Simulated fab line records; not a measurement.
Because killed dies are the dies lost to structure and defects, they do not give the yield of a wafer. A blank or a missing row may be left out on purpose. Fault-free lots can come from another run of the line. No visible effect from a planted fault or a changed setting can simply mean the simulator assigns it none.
Split-lot trial :: flow gf180mcu :: 23 wafers read across 5 lots, on a route 602 steps long

ABOUT THE SPLIT
At GF_STI_OXIDATION_01 (stabilise 600 s, purge 300 s, target thk 10 nm), the setting oxTimeS was moved away from the recipe's 1418 s on 15 of the 23 wafers read, by -13.2% to +7.3%. For the rest of the wafers, this setting stayed at what the recipe calls for.

The file shows no step between the split and the reading.

THE READING
STI_OXIDATION_THK, in nm, at GF_STI_THK_MEAS_02. A value of 10.07 nm with a standard deviation of 0.12 nm is what fault-free wafers of this fab line usually give.

wafer: L076.1
tool, chamber at the split: -, -
oxTimeS as run, s: 1231
against the recipe: -13.2%
STI_OXIDATION_THK, nm: 9.21
against lot-mates on the recipe: no lot-mate on the recipe

wafer: L076.2
tool, chamber at the split: -, -
oxTimeS as run, s: 1231
against the recipe: -13.2%
STI_OXIDATION_THK, nm: 9.13
against lot-mates on the recipe: no lot-mate on the recipe

wafer: L076.3
tool, chamber at the split: -, -
oxTimeS as run, s: 1231
against the recipe: -13.2%
STI_OXIDATION_THK, nm: 9.25
against lot-mates on the recipe: no lot-mate on the recipe

wafer: L076.4
tool, chamber at the split: -, -
oxTimeS as run, s: 1231
against the recipe: -13.2%
STI_OXIDATION_THK, nm: 9.14
against lot-mates on the recipe: no lot-mate on the recipe

wafer: L076.6
tool, chamber at the split: -, -
oxTimeS as run, s: 1231
against the recipe: -13.2%
STI_OXIDATION_THK, nm: 9.20
against lot-mates on the recipe: no lot-mate on the recipe

wafer: L079.2
tool, chamber at the split: furnace-02, 0
oxTimeS as run, s: 1418
against the recipe: recipe
STI_OXIDATION_THK, nm: 9.87
against lot-mates on the recipe: -

wafer: L079.4
tool, chamber at the split: furnace-02, 0
oxTimeS as run, s: 1418
against the recipe: recipe
STI_OXIDATION_THK, nm: 9.82
against lot-mates on the recipe: -

wafer: L079.5
tool, chamber at the split: furnace-02, 0
oxTimeS as run, s: 1418
against the recipe: recipe
STI_OXIDATION_THK, nm: 9.86
against lot-mates on the recipe: -

wafer: L080.1
tool, chamber at the split: -, -
oxTimeS as run, s: 1509
against the recipe: +6.4%
STI_OXIDATION_THK, nm: 10.51
against lot-mates on the recipe: no lot-mate on the recipe

wafer: L080.2
tool, chamber at the split: -, -
oxTimeS as run, s: 1509
against the recipe: +6.4%
STI_OXIDATION_THK, nm: 10.39
against lot-mates on the recipe: no lot-mate on the recipe

wafer: L080.3
tool, chamber at the split: -, -
oxTimeS as run, s: 1509
against the recipe: +6.4%
STI_OXIDATION_THK, nm: 10.39
against lot-mates on the recipe: no lot-mate on the recipe

wafer: L080.5
tool, chamber at the split: -, -
oxTimeS as run, s: 1509
against the recipe: +6.4%
STI_OXIDATION_THK, nm: 10.51
against lot-mates on the recipe: no lot-mate on the recipe

wafer: L080.6
tool, chamber at the split: -, -
oxTimeS as run, s: 1509
against the recipe: +6.4%
STI_OXIDATION_THK, nm: 10.44
against lot-mates on the recipe: no lot-mate on the recipe

wafer: L081.1
tool, chamber at the split: -, -
oxTimeS as run, s: 1522
against the recipe: +7.3%
STI_OXIDATION_THK, nm: 10.49
against lot-mates on the recipe: no lot-mate on the recipe

wafer: L081.2
tool, chamber at the split: -, -
oxTimeS as run, s: 1522
against the recipe: +7.3%
STI_OXIDATION_THK, nm: 10.59
against lot-mates on the recipe: no lot-mate on the recipe

wafer: L081.3
tool, chamber at the split: -, -
oxTimeS as run, s: 1522
against the recipe: +7.3%
STI_OXIDATION_THK, nm: 10.58
against lot-mates on the recipe: no lot-mate on the recipe

wafer: L081.4
tool, chamber at the split: -, -
oxTimeS as run, s: 1522
against the recipe: +7.3%
STI_OXIDATION_THK, nm: 10.57
against lot-mates on the recipe: no lot-mate on the recipe

wafer: L081.6
tool, chamber at the split: -, -
oxTimeS as run, s: 1522
against the recipe: +7.3%
STI_OXIDATION_THK, nm: 10.42
against lot-mates on the recipe: no lot-mate on the recipe

wafer: L083.1
tool, chamber at the split: -, -
oxTimeS as run, s: 1418
against the recipe: recipe
STI_OXIDATION_THK, nm: 10.10
against lot-mates on the recipe: -

wafer: L083.2
tool, chamber at the split: -, -
oxTimeS as run, s: 1418
against the recipe: recipe
STI_OXIDATION_THK, nm: 10.14
against lot-mates on the recipe: -

wafer: L083.4
tool, chamber at the split: -, -
oxTimeS as run, s: 1418
against the recipe: recipe
STI_OXIDATION_THK, nm: 10.10
against lot-mates on the recipe: -

wafer: L083.5
tool, chamber at the split: -, -
oxTimeS as run, s: 1418
against the recipe: recipe
STI_OXIDATION_THK, nm: 10.02
against lot-mates on the recipe: -

wafer: L083.6
tool, chamber at the split: -, -
oxTimeS as run, s: 1418
against the recipe: recipe
STI_OXIDATION_THK, nm: 10.17
against lot-mates on the recipe: -

FIT RESULTS
A straight line over all 23 wafers: STI_OXIDATION_THK changes by +0.065 nm for each +1% of oxTimeS; r = +0.98; the points scatter about the line by 0.095 nm.
Too few moved wafers with a lot-mate on the recipe to fit a line net of each lot's own level.

THE WHOLE CHAIN: every reading that the file lists as answering this split, in the file's order
step: GF_STI_OXIDATION_01
what it does: stabilise 600 s, purge 300 s, target thk 10 nm
reading: SiO2_of_STI_OXIDATION_01.thkNm (the simulator's own value, which no gauge read)
change (the file's fit): +0.0641 nm for each +1% of the setting
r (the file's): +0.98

step: GF_STI_THK_MEAS_02
what it does: 
reading: STI_OXIDATION_THK
change (the file's fit): +0.065 for each +1% of the setting
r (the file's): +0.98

THE FILE'S OWN FIT
STI_OXIDATION_THK changes by +0.065 nm for each +1% of oxTimeS, r = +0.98.
